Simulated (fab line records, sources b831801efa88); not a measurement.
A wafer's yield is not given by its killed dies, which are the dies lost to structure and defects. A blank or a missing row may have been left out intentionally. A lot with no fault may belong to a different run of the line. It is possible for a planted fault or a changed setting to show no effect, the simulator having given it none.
Which tool did it?	flow gf180mcu	13 lots, 39 wafers sampled, at 5 steps of a route of 602

== WHAT THE GAUGES SHOWED, per wafer ==
GF_TOP_METAL_CD_MEAS_14: the cd target is 440 nm. Usual: 440.6 nm for cd-nm, sd 2.5.
lot	measured	on	cd-nm (nm)	flag
L480	day 28 03:32	cd-sem-01	437.7 438.0 438.0	
L481	day 28 10:08	cd-sem-01	441.7 439.7 440.7	
L485	day 29 09:50	cd-sem-02	440.5 437.8 438.3	
L487	day 30 00:14	cd-sem-01	438.5 439.5 303.0	OFF
L494	day 32 06:45	cd-sem-02	442.4 438.0 439.9	
L495	day 32 11:25	cd-sem-01	441.5 441.1 441.4	
L496	day 32 16:02	cd-sem-02	439.3 440.6 439.8	
L497	day 32 19:15	cd-sem-02	438.5 439.2 439.0	
L498	day 33 04:01	cd-sem-02	444.0 444.2 444.6	
L499	day 33 12:34	cd-sem-02	437.3 440.6 440.2	
L500	day 33 13:39	cd-sem-02	442.9 444.1 443.7	
L501	day 33 18:29	cd-sem-02	439.7 439.9 439.0	
L502	day 34 07:07	cd-sem-02	441.9 441.0 440.6	

GF_TOP_METAL_OVL_MEAS_15. Usual: TOP_METAL_OVL typically reads 0.3 nm, with standard deviation 1.2.
lot	measured	on	TOP_METAL_OVL (nm)	flag
L480	day 28 03:39	overlay-02	2.1 1.7 1.7	
L481	day 28 10:15	overlay-01	0.0 1.7 2.1	
L485	day 29 09:56	overlay-02	-1.3 -1.4 0.1	
L487	day 30 00:22	overlay-02	0.5 1.0 -0.6	
L494	day 32 06:50	overlay-02	-0.1 0.3 -0.6	
L495	day 32 11:32	overlay-01	0.1 0.3 3.1	
L496	day 32 16:08	overlay-02	2.0 0.2 2.3	
L497	day 32 19:20	overlay-02	-0.6 -0.7 -1.4	
L498	day 33 04:08	overlay-02	-1.8 -1.9 0.1	
L499	day 33 12:41	overlay-02	1.0 1.8 -0.8	
L500	day 33 13:44	overlay-02	1.4 0.8 2.4	
L501	day 33 18:36	overlay-02	0.1 0.8 0.9	
L502	day 34 07:14	overlay-01	-1.4 1.7 1.6	

== WHAT TOOL EACH LOT RAN ON (gives the tool, then ch and the chambers of the sampled wafers, and finally the start) ==
lot	GF_TOP_METAL_SPUTTER_00	GF_TOP_METAL_SPUTTER_01	GF_TOP_METAL_EXPOSE_11
L480	pvd-sputter-01, day 27 07:02	pvd-sputter-01, day 27 07:08	iline-stepper-01 ch 0, day 27 17:16
L481	pvd-sputter-01, day 27 14:15	pvd-sputter-01, day 27 14:21	iline-stepper-02 ch 0, day 28 01:02
L485	pvd-sputter-04, day 28 14:24	pvd-sputter-04, day 28 14:30	iline-stepper-01 ch 0, day 29 00:56
L487	pvd-sputter-04, day 29 05:32	pvd-sputter-04, day 29 05:38	iline-stepper-02 ch 0, day 29 15:24
L494	pvd-sputter-03, day 31 13:21	pvd-sputter-03, day 31 13:27	iline-stepper-01 ch 0, day 31 22:47
L495	pvd-sputter-04, day 31 18:57	pvd-sputter-04, day 31 19:03	iline-stepper-02 ch 0, day 32 03:41
L496	pvd-sputter-04, day 31 23:59	pvd-sputter-04, day 32 00:05	iline-stepper-01 ch 0, day 32 08:13
L497	pvd-sputter-01, day 32 03:11	pvd-sputter-01, day 32 03:17	iline-stepper-01 ch 0, day 32 11:28
L498	pvd-sputter-04, day 32 11:21	pvd-sputter-04, day 32 11:27	iline-stepper-02 ch 0, day 32 19:56
L499	pvd-sputter-03, day 32 20:27	pvd-sputter-03, day 32 20:33	iline-stepper-01 ch 0, day 33 05:02
L500	pvd-sputter-01, day 32 21:42	pvd-sputter-01, day 32 21:48	iline-stepper-01 ch 0, day 33 05:46
L501	pvd-sputter-01, day 33 02:59	pvd-sputter-01, day 33 03:06	iline-stepper-02 ch 0, day 33 11:19
L502	pvd-sputter-04, day 33 15:51	pvd-sputter-04, day 33 15:57	iline-stepper-01 ch 0, day 33 23:50
- GF_TOP_METAL_SPUTTER_00: material Ti, target thk 37.5 nm, time 150 s.
- GF_TOP_METAL_SPUTTER_01: material TiN, target thk 30 nm, time 25 s.
- GF_TOP_METAL_EXPOSE_11: exposes mask MetalTop, target cd 440 nm.

== WHAT THE TOOLS THEMSELVES READ (means of the sampled wafers that have a number; where no wafer has one, the mark that the record gives instead) ==
GF_TOP_METAL_SPUTTER_00. Usual: 29.6 % for throttle-valve-pct, sd 0.95.
lot	tool	throttle-valve-pct (%)	flag
L480	pvd-sputter-01	29.9	
L481	pvd-sputter-01	30.6	
L485	pvd-sputter-04	28.7	
L487	pvd-sputter-04	29.8	
L494	pvd-sputter-03	28.9	
L495	pvd-sputter-04	29.4	
L496	pvd-sputter-04	28.9	
L497	pvd-sputter-01	30.6	
L498	pvd-sputter-04	28.9	
L499	pvd-sputter-03	28.9	
L500	pvd-sputter-01	30.2	
L501	pvd-sputter-01	30.4	
L502	pvd-sputter-04	30.3	

GF_TOP_METAL_SPUTTER_01. Usual: 29.6 % for throttle-valve-pct, sd 0.93.
lot	tool	throttle-valve-pct (%)	flag
L480	pvd-sputter-01	29.8	
L481	pvd-sputter-01	30.5	
L485	pvd-sputter-04	28.8	
L487	pvd-sputter-04	29.6	
L494	pvd-sputter-03	29.1	
L495	pvd-sputter-04	29.4	
L496	pvd-sputter-04	28.8	
L497	pvd-sputter-01	30.6	
L498	pvd-sputter-04	28.8	
L499	pvd-sputter-03	29.0	
L500	pvd-sputter-01	30.4	
L501	pvd-sputter-01	30.5	
L502	pvd-sputter-04	30.3	

== THE ANSWER, worked out from the rows above alone ==
Rule: a lot counts as off when the mean over its wafers that have a number is more than 3 standard deviations away from the usual mean. Also off: a lot with no number at a reading for which 4 or more lots have one. Any other lot the step has rows for is counted as sound. First the gauges in route order, then the tools' own readings, where a lot's mean is used as printed above. At the first step where some lot is off, the reading lying furthest off is the one used; lots without a number count as furthest.
Off, at GF_TOP_METAL_CD_MEAS_14 on cd-nm: L487.
A tool fits if, at a process step before that reading, it ran every lot that is off, and no sound lot after the first of them. Those tools and the gauges at GF_TOP_METAL_CD_MEAS_14 are tried in the same way. Not one of the candidates tried fits.

== WHAT THE SIMULATOR PUT IN ==
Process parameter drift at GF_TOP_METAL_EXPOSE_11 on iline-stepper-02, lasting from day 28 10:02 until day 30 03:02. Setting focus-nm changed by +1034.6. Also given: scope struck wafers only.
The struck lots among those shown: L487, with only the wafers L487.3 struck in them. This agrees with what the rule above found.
